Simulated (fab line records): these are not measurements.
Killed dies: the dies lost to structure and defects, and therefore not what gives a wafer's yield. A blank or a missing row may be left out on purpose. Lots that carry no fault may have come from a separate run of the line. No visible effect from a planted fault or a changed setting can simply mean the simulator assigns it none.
What tool caused it?    flow sky130    Sampling: 13 lots, 39 wafers, 6 of 708 route steps

== WHAT THE GAUGES READ, wafer by wafer ==
SKY_NWELL_OVL_MEAS_10.
lot   measured      on          NWELL_00_OVL (nm)
L386  day 4 15:14   overlay-01  -0.4 -2.7 -1.1
L388  day 5 01:44   overlay-01  -1.1 -0.8 0.1
L389  day 5 14:11   overlay-01  -0.5 0.1 -0.4
L390  day 5 18:11   overlay-01  -2.8 -3.0 -4.2
L392  day 6 07:03   overlay-02  0.3 1.1 0.4
L393  day 6 07:20   overlay-02  1.5 1.8 0.7
L396  day 7 02:16   overlay-02  0.5 -0.8 1.5
L397  day 7 04:09   overlay-02  1.1 -1.9 0.7
L399  day 7 16:47   overlay-01  1.0 2.2 -0.3
L405  day 9 07:14   overlay-01  -2.4 -0.7 -0.4
L406  day 9 11:56   overlay-01  -2.0 -1.5 0.8
L407  day 9 21:12   overlay-02  0.9 1.1 -0.3
L408  day 10 02:35  overlay-02  -1.9 -0.5 -0.3

SKY_VT_ADJUST_LVTN_TW_MEAS_10.
lot   measured      on             VT_ADJUST_LVTN_TW
L386  day 6 23:51   film-metro-03  235.3 236.2 236.0
L388  day 7 10:45   film-metro-04  239.0 239.5 239.4
L389  day 8 01:17   film-metro-01  238.3 239.4 238.5
L390  day 8 05:26   film-metro-04  239.2 240.6 240.1
L392  day 8 19:17   film-metro-01  237.5 237.2 238.1
L393  day 9 02:45   film-metro-01  239.7 239.2 238.7
L396  day 9 17:13   film-metro-01  238.4 238.5 238.7
L397  day 9 20:11   film-metro-01  29.6 29.7 29.5
L399  day 10 10:26  film-metro-04  237.0 238.7 240.1
L405  day 12 05:03  film-metro-04  239.9 241.0 238.1
L406  day 12 11:13  film-metro-04  238.4 238.8 239.8
L407  day 12 20:17  film-metro-03  237.8 237.5 238.5
L408  day 13 02:56  film-metro-04  238.0 236.8 237.8

SKY_SD_P_TW_MEAS_11.
lot   measured      on             SD_P_TW
L386  day 26 03:55  film-metro-03  2781 2776 2783
L388  day 26 12:11  film-metro-01  2764 2765 2777
L389  day 27 08:41  film-metro-03  2792 2786 2775
L390  day 27 08:23  film-metro-01  2750 2764 2751
L392  day 27 19:10  film-metro-03  2793 2798 2779
L393  day 28 05:04  film-metro-03  2769 2768 2774
L396  day 29 00:43  film-metro-02  2794 2808 2815
L397  day 29 09:53  film-metro-02  2801 2788 2800
L399  day 29 18:00  film-metro-02  2807 2811 2809
L405  day 32 02:13  film-metro-01  2737 2728 2744
L406  day 32 03:21  film-metro-01  2750 2744 2734
L407  day 32 18:06  film-metro-02  2834 2831 2834
L408  day 32 21:23  film-metro-01  2758 2747 2760

== WHAT TOOL EACH LOT RAN ON (gives the tool, then ch and the chambers of the sampled wafers, and finally the start) ==
lot   SKY_VT_ADJUST_HVTP_STRIP_10           SKY_VT_ADJUST_LVTN_STRIP_09           SKY_SPACER_ETCHBACK_02
L386  plasma-asher-01 ch 0,1, day 6 04:11   plasma-asher-03 ch 0,1, day 6 23:44   rie-diel-03 ch 0,1,2, day 23 16:38
L388  plasma-asher-02 ch 0,1, day 6 15:25   plasma-asher-02 ch 0,1, day 7 10:38   rie-diel-02 ch 0,1,2, day 24 00:53
L389  plasma-asher-01 ch 0,1, day 7 05:26   plasma-asher-01 ch 0,1, day 8 01:10   rie-diel-04 ch 2,3, day 24 22:17
L390  plasma-asher-02 ch 0,1, day 7 09:46   plasma-asher-01 ch 0,1, day 8 05:20   rie-diel-02 ch 0,2, day 24 22:17
L392  plasma-asher-04 ch 0,1, day 7 21:58   plasma-asher-01 ch 0, day 8 19:11     rie-diel-02 ch 0,1,2, day 25 08:05
L393  plasma-asher-02 ch 0, day 8 05:07     plasma-asher-03 ch 0,1, day 9 02:38   rie-diel-02 ch 0,3, day 25 19:04
L396  plasma-asher-04 ch 0,1, day 8 19:35   plasma-asher-02 ch 0,1, day 9 17:07   rie-diel-04 ch 0,2, day 26 15:31
L397  plasma-asher-02 ch 1, day 8 22:04     plasma-asher-01 ch 0,1, day 9 20:05   rie-diel-03 ch 0,1, day 27 00:31
L399  plasma-asher-01 ch 0,1, day 9 11:23   plasma-asher-03 ch 0,1, day 10 10:20  rie-diel-04 ch 0,2,3, day 27 08:23
L405  plasma-asher-02 ch 0,1, day 11 05:29  plasma-asher-02 ch 0,1, day 12 04:58  rie-diel-04 ch 2,3, day 29 18:01
L406  plasma-asher-01 ch 0,1, day 11 11:11  plasma-asher-01 ch 0,1, day 12 11:07  rie-diel-04 ch 0,1,2, day 29 19:44
L407  plasma-asher-01 ch 0,1, day 11 19:58  plasma-asher-02 ch 0,1, day 12 20:11  rie-diel-02 ch 1,2,3, day 30 11:41
L408  plasma-asher-01 ch 0,1, day 12 02:28  plasma-asher-03 ch 0,1, day 13 02:49  rie-diel-02 ch 0,3, day 30 15:17
- SKY_VT_ADJUST_HVTP_STRIP_10: strips in O2/N2.
- SKY_VT_ADJUST_LVTN_STRIP_09: strips in O2/N2.
- SKY_SPACER_ETCHBACK_02: etches Si3N4 in CH3F/O2, stops on SiO2, time 46.7 s, target depth 45 nm.

== AS READ BY THE TOOLS THEMSELVES (means over the sampled wafers that have a number; for cases with no such wafer, the mark the record gives instead) ==
SKY_VT_ADJUST_HVTP_STRIP_10.
lot   tool             chamber-pressure-mTorr (mTorr)  drypump-motor-current-A (A)  oes-product-au (a.u.)  strip-time-to-endpoint-s (s)
L386  plasma-asher-01  1500.1                          5.5                          0.718                  14.18
L388  plasma-asher-02  1499.7                          5.4                          0.718                  14.12
L389  plasma-asher-01  1498.8                          5.8                          0.716                  14.15
L390  plasma-asher-02  1499.0                          5.4                          0.718                  14.17
L392  plasma-asher-04  1499.5                          6.3                          0.714                  14.13
L393  plasma-asher-02  1500.2                          5.6                          0.714                  14.17
L396  plasma-asher-04  1501.2                          6.2                          0.716                  14.22
L397  plasma-asher-02  1499.6                          5.3                          0.943                  -
L399  plasma-asher-01  1499.0                          5.8                          0.713                  14.21
L405  plasma-asher-02  1500.5                          5.4                          0.716                  14.22
L406  plasma-asher-01  1499.8                          5.5                          0.718                  14.18
L407  plasma-asher-01  1500.4                          5.5                          0.714                  14.24
L408  plasma-asher-01  1500.2                          5.8                          0.716                  14.18

SKY_VT_ADJUST_LVTN_STRIP_09.
lot   tool             chamber-pressure-mTorr (mTorr)  drypump-motor-current-A (A)  oes-product-au (a.u.)  strip-time-to-endpoint-s (s)
L386  plasma-asher-03  1500.2                          5.1                          0.722                  36.87
L388  plasma-asher-02  1499.8                          5.3                          0.717                  36.90
L389  plasma-asher-01  1500.3                          5.8                          0.721                  36.87
L390  plasma-asher-01  1500.3                          5.8                          0.721                  36.81
L392  plasma-asher-01  1500.5                          6.0                          0.725                  36.98
L393  plasma-asher-03  1499.1                          5.1                          0.721                  37.05
L396  plasma-asher-02  1501.4                          5.5                          0.725                  36.99
L397  plasma-asher-01  1500.4                          5.8                          0.721                  42.29
L399  plasma-asher-03  1500.9                          5.5                          0.727                  37.02
L405  plasma-asher-02  1498.0                          5.4                          0.727                  36.83
L406  plasma-asher-01  1500.1                          5.5                          0.729                  36.85
L407  plasma-asher-02  1499.3                          5.5                          0.716                  36.93
L408  plasma-asher-03  1499.9                          5.5                          0.727                  36.85

SKY_SPACER_ETCHBACK_02.
lot   tool         chamber-pressure-mTorr (mTorr)  drypump-motor-current-A (A)  oes-product-au (a.u.)  throttle-valve-pct (%)
L386  rie-diel-03  24.992                          5.3                          0.863                  10.563
L388  rie-diel-02  24.989                          6.0                          0.857                  10.566
L389  rie-diel-04  24.977                          5.9                          0.850                  10.552
L390  rie-diel-02  25.007                          6.0                          0.847                  10.559
L392  rie-diel-02  24.992                          6.0                          0.849                  10.568
L393  rie-diel-02  24.985                          5.9                          0.858                  10.568
L396  rie-diel-04  25.008                          6.0                          0.856                  10.574
L397  rie-diel-03  24.990                          5.4                          0.852                  10.563
L399  rie-diel-04  24.997                          5.8                          0.860                  10.556
L405  rie-diel-04  24.996                          5.9                          0.861                  10.570
L406  rie-diel-04  24.990                          5.9                          0.860                  10.572
L407  rie-diel-02  24.997                          6.2                          0.855                  10.563
L408  rie-diel-02  24.997                          6.2                          0.854                  10.557

== THE ANSWER, worked out from the rows above alone ==
Rule: what is usual is taken from the lots themselves. The widest of any qualifying gaps counts: lots, ordered by their means at a reading, are off when they make up no more than a third of the lots, leave a main group of 4 or more, and stand apart from it by 3 or more times the standard deviation of that group's means. Not used: any main group whose means are identical at the precision the tables above print for the reading. A lot without any number at a reading at which 4 lots or more have one is off too. Where the step has rows for the other lots, those lots are counted as sound. Order of review: gauges by route order, followed by the tools' own readings, for which a lot's mean as printed above is used. The first step at which some lot is off is used, and at that step the reading that is off furthest; a lot without a number counts as furthest.
Off: L397, seen at SKY_VT_ADJUST_LVTN_TW_MEAS_10 (VT_ADJUST_LVTN_TW). The main group has a mean of 238.5 with a standard deviation of 1.1.
If a tool, at a process step before that reading, ran all the lots that are off and no sound lot after the first of them, it fits. Not tried: the gauges at SKY_VT_ADJUST_LVTN_TW_MEAS_10; whatever is off there is also off at SKY_VT_ADJUST_HVTP_STRIP_10, on other tools, and gauge error can't account for it. Of those tried, none fits.

== WHAT WAS PUT IN BY THE SIMULATOR ==
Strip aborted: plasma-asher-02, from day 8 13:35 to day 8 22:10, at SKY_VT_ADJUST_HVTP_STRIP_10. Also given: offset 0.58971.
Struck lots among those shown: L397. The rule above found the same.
